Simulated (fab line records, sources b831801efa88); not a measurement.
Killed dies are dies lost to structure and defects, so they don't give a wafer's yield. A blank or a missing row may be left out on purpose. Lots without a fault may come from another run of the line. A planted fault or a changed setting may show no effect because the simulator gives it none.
Which tool did it? | flow sky130 | 6 lots, 18 wafers sampled, at 1 step of a route of 708

WHAT THE GAUGES READ, wafer by wafer
SKY_SONOS_ONO_CD_MEAS_13: target cd 410 nm.
lot  | measured     | on        | cd_nm (nm)
L953 | day 13 14:04 | cd_sem-02 | 411.2 412.1 410.8
L956 | day 14 17:17 | cd_sem-01 | 411.2 411.2 410.5
L958 | day 15 09:59 | cd_sem-02 | 412.8 410.9 410.6
L964 | day 17 05:23 | cd_sem-02 | 409.3 410.7 412.4
L970 | day 19 05:08 | cd_sem-02 | 409.4 410.0 410.0
L973 | day 20 03:24 | cd_sem-02 | 410.5 410.2 410.0

WHICH TOOL RAN EACH LOT (tool, then ch and the chambers of the sampled wafers, then the start)
The record holds no process step before these readings.

THE ANSWER, worked out from the rows above alone
Rule: what is usual is taken from the lots themselves. Put in order of their means at a reading, lots are off if they are a third of the lots or fewer, leave a main group of 4 or more, and stand apart from it by a gap of 3 or more times the standard deviation of the main group's means; of several such gaps the widest counts. A main group whose means are all the same, to the digits that the tables above print for the reading, isn't used. A lot without any number at a reading at which 4 lots or more have one is off too. The other lots that the step has rows for count as sound.
No lot is off at any reading shown: from this, nothing can be told.

WHAT THE SIMULATOR HAD PUT IN
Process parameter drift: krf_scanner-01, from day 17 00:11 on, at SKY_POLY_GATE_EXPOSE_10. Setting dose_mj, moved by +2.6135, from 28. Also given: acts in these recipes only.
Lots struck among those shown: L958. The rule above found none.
